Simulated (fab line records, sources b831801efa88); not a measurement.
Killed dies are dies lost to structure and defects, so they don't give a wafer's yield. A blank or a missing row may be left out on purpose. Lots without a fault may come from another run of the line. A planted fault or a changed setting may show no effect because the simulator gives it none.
A struck lot beside a sound one | flow sky130 | 15 steps out of a route of 708
Sound: wafers L301.1, L301.5, L301.6. Struck: wafers L304.2, L304.4, L304.5. The cause comes at the end.
At each step with rows: each side's tool, then ch and its chambers, then its first start. Under that, the readings that differ: sound wafers | struck wafers | difference of the means | sigmas: that difference in standard deviations of wafers without a fault.
alike: readings whose means differ by less than 2 such deviations, and words and numbers that are the same on both sides. not compared: withheld readings, readings that some wafer has no value for, bounds like >300 that may hide the same value, and numbers for which the record gives no deviation and whose values overlap.
The two part at a step that has a row with sigmas, a row that says differs or no value, or rows on one side only. Numbers that don't overlap but have no deviation are shown without sigmas and don't part them. A reading that every wafer of one side lacks parts them only if that side has two wafers or more.

SKY_METAL5_SPUTTER_01: material TiN, target thk 20 nm, time 16.7 s.
  sound on pvd_sputter-04, day 45 00:32; struck on pvd_sputter-03, day 46 01:43
  alike: throttle_valve_pct
SKY_METAL5_SPUTTER_02: material AlCu, target thk 1150 nm, time 61.2 s.
  sound on pvd_sputter-04, day 45 00:34; struck on pvd_sputter-03, day 46 01:44
  alike: throttle_valve_pct
SKY_METAL5_SPUTTER_03: material Ti, target thk 5 nm, time 3.3 s.
  sound on pvd_sputter-04, day 45 00:37; struck on pvd_sputter-03, day 46 01:47
  alike: throttle_valve_pct
SKY_METAL5_SPUTTER_04: material TiN, target thk 70 nm, time 58.3 s.
  sound on pvd_sputter-04, day 45 00:38; struck on pvd_sputter-03, day 46 01:48
  alike: throttle_valve_pct
SKY_METAL5_RS_MEAS_05: measures by four-point-probe.
  sound on film_metro-01, day 45 00:41; struck on film_metro-01, day 46 01:52
  alike: METAL5_ALCU_RS
SKY_METAL5_THK_MEAS_06: measures by xrf.
  sound on film_metro-01, day 45 00:49; struck on film_metro-01, day 46 01:59
  alike: METAL5_ALCU_THK
then, 6 steps without rows for these wafers: SKY_METAL5_DEHYDRATE_07 (time 60 s); SKY_METAL5_HMDS_08 (prime time 60 s); SKY_METAL5_COAT_09 (resist thk 1800 nm); SKY_METAL5_SOFTBAKE_10 (time 60 s); SKY_METAL5_EXPOSE_11 (exposes mask MM5, target cd 1600 nm); SKY_METAL5_PEB_12.
SKY_METAL5_DEVELOP_13: develop time 60 s.
  sound on litho_track-04 ch 0, day 45 21:04; struck on litho_track-04 ch 0, day 46 22:24
  reading              | sound             | struck            | difference | sigmas
  developer_temp_C (C) | 23.03 23.02 22.89 | 21.94 22.02 21.95 | -1.01      | -9
SKY_METAL5_DESCUM_14: chemistry O2, time 11 s.
  sound on rie_metal-04 ch 0,1, day 45 21:13; struck on rie_metal-01 ch 0,1, day 46 22:31
  alike: drypump_motor_current_A, oes_product_au
  not compared: rf_hours_counter_h
SKY_PAD_OPEN_PROBE_99:
  sound on prober-02, day 47 18:24; struck on prober-02, day 48 16:23
  alike: defect_limited_yield, killed_at_M0_to_M3, killed_at_M4_up, killed_at_contacts, killed_at_front_end, killed_at_other, killed_dies, killed_open, killed_short, sort_bin_3_pad_short, sort_bin_5_function, sort_bin_6_memory, sort_n_pass, sort_yield_pct

WHERE THEY PART
Only at SKY_METAL5_DEVELOP_13, within this record. Later steps at which nothing parts them and some readings are alike: SKY_METAL5_DESCUM_14, SKY_PAD_OPEN_PROBE_99.

WHY: what the simulator had put in
Process parameter drift: litho_track-04, from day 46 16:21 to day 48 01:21, at SKY_METAL5_DEVELOP_13. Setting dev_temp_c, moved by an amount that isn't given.
